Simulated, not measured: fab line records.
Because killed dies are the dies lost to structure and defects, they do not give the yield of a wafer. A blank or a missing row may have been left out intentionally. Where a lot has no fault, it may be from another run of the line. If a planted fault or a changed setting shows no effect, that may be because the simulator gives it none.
fab line records    flow sky130
[record] lots = 12  wafers = 36  last_day = 50
route steps=708 shown CONTACT@414 METAL1@438
lots that met no fault: from a run of the same line without faults
start_h: the number of hours between the record's first day and the start of the first shown wafer of the lot    wait_h: time in hours since the lot's previous step    " unchanged from the row above    L1.1+2: a single row standing in for several wafers    - no value present, or no start provided    * or withheld: withheld    < > ~ a bound
route shown NAME@n: a module of which the file shows steps, and the number in the route of the first    usual: the fault-free wafers' mean and standard deviation    same: alike in all rows    chamber/n: place in a boat    sites: the reading at each site    _std_site: the standard deviation of these    _edge_site: outer sites' mean less inner sites'    radius_mm: for every site, how far away it sits from the centre of the wafer    mask NAME#n: copy n    behind: the most recent tool/chamber to have shaped the wafer    hold: what put the lot on hold/how long, in hours/how the hold closed    device: the n, p or np transistor that did not switch    end of line: the route-end tests of the same wafers    where a step has no rows: the recipe by itself    killed: dies lost to structure and defects at the first sort, not the wafer's yield    map: shows each die of a wafer: x if killed, . if not, _ if none is there
set.NAME: the setting that was run; set.NAME@STEP: the one run at that earlier step    model.NAME: the simulator's own value behind a step, which no gauge read
route steps across a sampled set of lots; one table per step, one row per wafer
services: when a tool's chamber went out of use (start_h, in hours from the record's first day, below 0 if earlier), for how many hours, and the reason
[[steps]]
[step SKY_CONTACT_COAT_08]
[recipe] resist = BARC  temp_c = withheld  time_s = withheld  spin_rpm = 3000  resist_thk_nm = 60
[usual] dispense_pressure_kPa = 51/6.3
lot.wafer  tool            chamber  start_h  wait_h  dispense_pressure_kPa
L310.2     litho_track-03  0        713.06   0.1     52
L310.3     "               0        "        "       52
L310.4     "               0        "        "       52
L311.2     litho_track-03  0        719.26   0.1     52
L311.4     "               0        "        "       52
L311.5     "               0        "        "       52
L315.3     litho_track-02  0        757.38   0.1     57
L315.5     "               0        "        "       57
L315.6     "               0        "        "       57
L316.1     litho_track-01  0        777.40   0.1     43
L316.2     "               0        "        "       43
L316.4     "               0        "        "       43
L318.1     litho_track-02  0        782.23   0.1     57
L318.5     "               0        "        "       57
L318.6     "               0        "        "       57
L319.1     litho_track-02  0        800.98   0.1     57
L319.3     "               0        "        "       57
L319.4     "               0        "        "       57
L324.1     litho_track-01  0        834.56   0.1     43
L324.2     "               0        "        "       43
L324.4     "               0        "        "       43
L325.1     litho_track-02  0        838.68   0.1     57
L325.2     "               0        "        "       57
L325.6     "               0        "        "       57
L327.2     litho_track-02  0        857.86   0.1     57
L327.3     "               0        "        "       57
L327.5     "               0        "        "       57
L329.4     litho_track-01  0        862.58   0.1     43
L329.5     "               0        "        "       43
L329.6     "               0        "        "       43
L331.1     litho_track-01  0        875.66   0.1     43
L331.4     "               0        "        "       43
L331.6     "               0        "        "       43
L333.1     litho_track-02  0        891.63   0.1     57
L333.2     "               0        "        "       57
L333.3     "               0        "        "       57
[step SKY_CONTACT_ETCH_16]
[recipe] chemistry = N2/H2  target = BARC  ion_energy_ev = 200  source_w = 508.3  bias_w = 100  pressure_mtorr = 30  n2_flow_sccm = 100  h2_flow_sccm = 200  stop_on = SiO2  time_s = 45.9  target_depth_a = 600
[usual] drypump_motor_current_A = 5.63/0.27  h2_flow_sccm = 199.9/0.64  oes_product_au = 0.855/0.0047  throttle_valve_pct = 13.225/0.009
lot.wafer  tool         chamber  start_h  wait_h  drypump_motor_current_A  h2_flow_sccm  oes_product_au  rf_hours_counter_h  throttle_valve_pct
L310.2     rie_diel-03  2        727.59   0.0     5.74                     200.4         0.854           19                  13.237
L310.3     "            0        "        "       5.02                     199.5         0.856           2                   13.228
L310.4     "            3        "        "       5.37                     199.9         0.854           29                  13.223
L311.2     rie_diel-04  0        733.94   0.0     5.76                     199.5         0.849           16                  13.239
L311.4     "            3        "        "       5.63                     200.2         0.852           25                  13.225
L311.5     "            2        "        "       5.48                     200.2         0.857           -                   13.233
L315.3     rie_diel-02  2        770.64   0.0     5.98                     199.3         0.866           6                   13.221
L315.5     "            1        "        "       5.35                     200.2         0.863           -                   13.221
L315.6     "            0        "        "       5.55                     199.5         0.864           -                   13.238
L316.1     rie_diel-03  2        790.86   0.0     5.73                     200.3         0.851           21                  13.217
L316.2     "            0        "        "       5.06                     199.7         0.853           4                   13.227
L316.4     "            1        "        "       5.87                     200.1         0.853           18                  13.223
L318.1     rie_diel-04  1        795.85   0.0     5.67                     199.6         0.852           2                   13.245
L318.5     "            3        "        "       5.63                     199.1         0.857           -                   13.228
L318.6     "            2        "        "       5.49                     199.2         0.857           -                   13.229
L319.1     rie_diel-02  2        815.80   0.0     5.97                     200.7         0.857           8                   13.225
L319.3     "            0        "        "       5.59                     199.7         0.852           12                  13.223
L319.4     "            1        "        "       5.31                     200.7         0.853           5                   13.236
L324.1     rie_diel-04  0        847.55   0.0     5.75                     200.2         0.853           20                  13.241
L324.2     "            1        "        "       5.68                     200.3         0.857           4                   13.228
L324.4     "            3        "        "       5.62                     199.5         0.862           29                  13.223
L325.1     rie_diel-02  3        851.74   0.0     6.16                     200.8         0.852           10                  13.213
L325.2     "            1        "        "       5.35                     200.5         0.842           6                   13.224
L325.6     "            3        "        "       6.15                     200.5         0.851           -                   13.222
L327.2     rie_diel-04  1        871.69   0.0     5.69                     200.8         0.857           5                   13.235
L327.3     "            0        "        "       5.76                     201.5         0.849           20                  13.227
L327.5     "            2        "        "       5.44                     200.0         0.858           -                   13.219
L329.4     rie_diel-04  2        875.91   0.0     5.46                     201.1         0.938           -                   13.212
L329.5     "            0        "        "       5.75                     200.7         0.934           -                   13.235
L329.6     "            1        "        "       5.69                     199.3         0.935           -                   13.209
L331.1     rie_diel-03  1        888.89   0.0     5.88                     199.9         0.932           21                  13.225
L331.4     "            2        "        "       5.71                     200.1         0.930           25                  13.237
L331.6     "            0        "        "       5.09                     200.1         0.935           -                   13.241
L333.1     rie_diel-03  2        904.15   0.0     5.75                     199.2         0.845           26                  13.218
L333.2     "            1        "        "       5.88                     200.8         0.850           22                  13.214
L333.3     "            3        "        "       5.38                     199.9         0.853           1                   13.219
[step SKY_CONTACT_ETCH_18]
[recipe] target = Si3N4  chemistry = CHF3/O2  stop_on = TiN  source_w = 600  bias_w = 200  pressure_mtorr = 40  chf3_flow_sccm = 50  O2_flow_sccm = 5  time_s = 39  target_depth_a = 750
[usual] drypump_motor_current_A = 5.62/0.27  oes_product_au = 0.851/0.0079  throttle_valve_pct = 8.792/0.0087
lot.wafer  tool         chamber  start_h  wait_h  drypump_motor_current_A  oes_product_au  rf_hours_counter_h  throttle_valve_pct
L310.2     rie_diel-03  2        -        -       5.73                     0.850           19                  8.803
L310.3     "            0        "        "       5.07                     0.856           2                   8.779
L310.4     "            3        "        "       5.37                     0.854           29                  8.791
L311.2     rie_diel-04  0        -        -       5.75                     0.852           16                  8.781
L311.4     "            3        "        "       5.61                     0.857           25                  8.811
L311.5     "            2        "        "       5.46                     0.869           -                   8.792
L315.3     rie_diel-02  2        -        -       5.95                     0.849           6                   8.795
L315.5     "            1        "        "       5.33                     0.845           -                   8.796
L315.6     "            0        "        "       5.57                     0.865           -                   8.796
L316.1     rie_diel-03  2        -        -       5.74                     0.840           22                  8.775
L316.2     "            0        "        "       5.04                     0.833           4                   8.792
L316.4     "            1        "        "       5.85                     0.853           18                  8.784
L318.1     rie_diel-04  1        -        -       5.67                     0.840           2                   8.800
L318.5     "            3        "        "       5.62                     0.849           -                   8.784
L318.6     "            2        "        "       5.50                     0.858           -                   8.797
L319.1     rie_diel-02  2        -        -       5.95                     0.840           8                   8.793
L319.3     "            0        "        "       5.54                     0.849           12                  8.783
L319.4     "            1        "        "       5.27                     0.844           5                   8.806
L324.1     rie_diel-04  0        -        -       5.75                     0.846           20                  8.798
L324.2     "            1        "        "       5.67                     0.851           4                   8.803
L324.4     "            3        "        "       5.63                     0.845           29                  8.782
L325.1     rie_diel-02  3        -        -       6.19                     0.849           10                  8.788
L325.2     "            1        "        "       5.31                     0.852           6                   8.786
L325.6     "            3        "        "       6.17                     0.855           -                   8.782
L327.2     rie_diel-04  1        -        -       5.67                     0.848           5                   8.797
L327.3     "            0        "        "       5.76                     0.849           20                  8.777
L327.5     "            2        "        "       5.48                     0.857           -                   8.799
L329.4     rie_diel-04  2        -        -       5.47                     0.854           -                   8.793
L329.5     "            0        "        "       5.75                     0.841           -                   8.797
L329.6     "            1        "        "       5.68                     0.853           -                   8.789
L331.1     rie_diel-03  1        -        -       5.85                     0.846           22                  8.788
L331.4     "            2        "        "       5.78                     0.851           25                  8.784
L331.6     "            0        "        "       5.07                     0.848           -                   8.791
L333.1     rie_diel-03  2        -        -       5.74                     0.842           26                  8.788
L333.2     "            1        "        "       5.84                     0.854           22                  8.780
L333.3     "            3        "        "       5.36                     0.848           1                   8.783
[step SKY_METAL1_SPUTTER_04]
[recipe] material = TiN  target_thk_nm = 70  power_w = 6500  time_s = 58.3  chamber_pressure_pa = 0.4
[usual] throttle_valve_pct = 30.6/0.73
lot.wafer  tool            chamber  start_h  wait_h  throttle_valve_pct
L310.2     pvd_sputter-02  -        729.07   0.0     31.5
L310.3     "               -        "        "       30.9
L310.4     "               -        "        "       31.1
L311.2     pvd_sputter-03  -        735.41   0.0     31.1
L311.4     "               -        "        "       31.7
L311.5     "               -        "        "       29.8
L315.3     pvd_sputter-03  -        772.10   0.0     31.6
L315.5     "               -        "        "       29.9
L315.6     "               -        "        "       29.2
L316.1     pvd_sputter-01  -        792.41   0.0     30.4
L316.2     "               -        "        "       30.0
L316.4     "               -        "        "       31.3
L318.1     pvd_sputter-02  -        797.41   0.0     31.0
L318.5     "               -        "        "       30.9
L318.6     "               -        "        "       30.9
L319.1     pvd_sputter-03  -        817.26   0.0     31.8
L319.3     "               -        "        "       29.8
L319.4     "               -        "        "       29.1
L324.1     pvd_sputter-02  -        849.01   0.0     31.5
L324.2     "               -        "        "       30.9
L324.4     "               -        "        "       31.0
L325.1     pvd_sputter-01  -        853.20   0.0     30.5
L325.2     "               -        "        "       30.2
L325.6     "               -        "        "       31.2
L327.2     pvd_sputter-01  -        873.18   0.0     30.3
L327.3     "               -        "        "       31.4
L327.5     "               -        "        "       30.2
L329.4     pvd_sputter-03  -        877.37   0.0     29.9
L329.5     "               -        "        "       31.0
L329.6     "               -        "        "       29.0
L331.1     pvd_sputter-03  -        890.35   0.0     31.0
L331.4     "               -        "        "       31.8
L331.6     "               -        "        "       30.7
L333.1     pvd_sputter-01  -        905.62   0.0     31.2
L333.2     "               -        "        "       30.0
L333.3     "               -        "        "       30.6
[step SKY_METAL1_THK_MEAS_06]
[recipe] thk_meas_gauge = xrf  reads = AlCu_of_METAL1_SPUTTER_02
[usual] METAL1_ALCU_THK = 253/3.7
lot.wafer  tool           chamber  start_h  wait_h  METAL1_ALCU_THK[nm]
L310.2     film_metro-02  -        729.25   0.1     253
L310.3     "              -        "        "       249
L310.4     "              -        "        "       257
L311.2     film_metro-04  -        735.59   0.1     254
L311.4     "              -        "        "       255
L311.5     "              -        "        "       257
L315.3     film_metro-01  -        772.29   0.1     258
L315.5     "              -        "        "       256
L315.6     "              -        "        "       256
L316.1     film_metro-01  -        792.58   0.1     251
L316.2     "              -        "        "       252
L316.4     "              -        "        "       253
L318.1     film_metro-02  -        797.58   0.1     250
L318.5     "              -        "        "       249
L318.6     "              -        "        "       258
L319.1     film_metro-02  -        817.43   0.1     255
L319.3     "              -        "        "       255
L319.4     "              -        "        "       255
L324.1     film_metro-04  -        849.18   0.1     253
L324.2     "              -        "        "       256
L324.4     "              -        "        "       250
L325.1     film_metro-01  -        853.37   0.1     250
L325.2     "              -        "        "       254
L325.6     "              -        "        "       256
L327.2     film_metro-04  -        873.36   0.1     249
L327.3     "              -        "        "       253
L327.5     "              -        "        "       248
L329.4     film_metro-01  -        877.57   0.1     250
L329.5     "              -        "        "       256
L329.6     "              -        "        "       251
L331.1     film_metro-01  -        890.52   0.1     256
L331.4     "              -        "        "       256
L331.6     "              -        "        "       259
L333.1     film_metro-04  -        905.79   0.1     254
L333.2     "              -        "        "       250
L333.3     "              -        "        "       250
[[services]]
tool            chamber  start_h  hours  kind
rie_diel-03     0        693.31   1.4    repair
rie_diel-03     3        702.25   4.2    repair
rie_diel-04     2        703.86   23.7   repair
pvd_sputter-03  -        715.95   2.8    repair
pvd_sputter-01  -        721.69   7.6    repair
pvd_sputter-02  -        738.12   12.3   repair
rie_diel-02     -        743.39   1.4    repair
rie_diel-04     3        775.70   3.2    repair
rie_diel-02     -        788.51   1.0    repair
rie_diel-03     1        800.03   2.9    repair
pvd_sputter-03  -        803.80   0.9    repair
rie_diel-03     3        804.50   5.5    repair
rie_diel-04     2        842.70   3.6    repair
rie_diel-04     2        849.95   2.7    repair
rie_diel-02     2        852.15   9.6    repair
rie_diel-04     3        873.99   9.7    repair
rie_diel-04     3        883.66   -      clean
rie_diel-04     3        883.66   26.7   scheduled_down
rie_diel-04     3        883.66   26.7   vent_cycle
pvd_sputter-01  -        888.99   3.3    repair
pvd_sputter-01  -        899.16   1.0    repair
pvd_sputter-02  -        903.46   4.9    repair
rie_diel-03     2        904.71   5.3    repair
rie_diel-03     0        905.24   17.4   repair
[[key]]
[first_sign] step = SKY_CONTACT_ETCH_16  reading = oes_product_au  direction = up  sigmas = 17  usual = 0.855  struck = 0.934
effect none on later readings
met_at SKY_CONTACT_COAT_08
struck_lots L329,L331
tester_left_out L329,L331
not_acting_at SKY_CONTACT_ETCH_18,SKY_METAL1_SPUTTER_04,SKY_METAL1_THK_MEAS_06
onset_between 834.56 862.58
[fault] kind = process_parameter_drift  tool = litho_track-01  chamber = -  onset_h = 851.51  steps = SKY_CONTACT_COAT_08  channel = resist_thk_nm  offset = 10.057  shape = step  end_h = 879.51  acts_in = these_recipes_only  stated = 60
// tester_left_out: of these lots the tester's yield and bins aren't shown, on N5 and GAA mostly nor the transistor test; their killed dies are dies lost to structure and defects alone, not to doping, threshold or leakage, so they don't give the yield
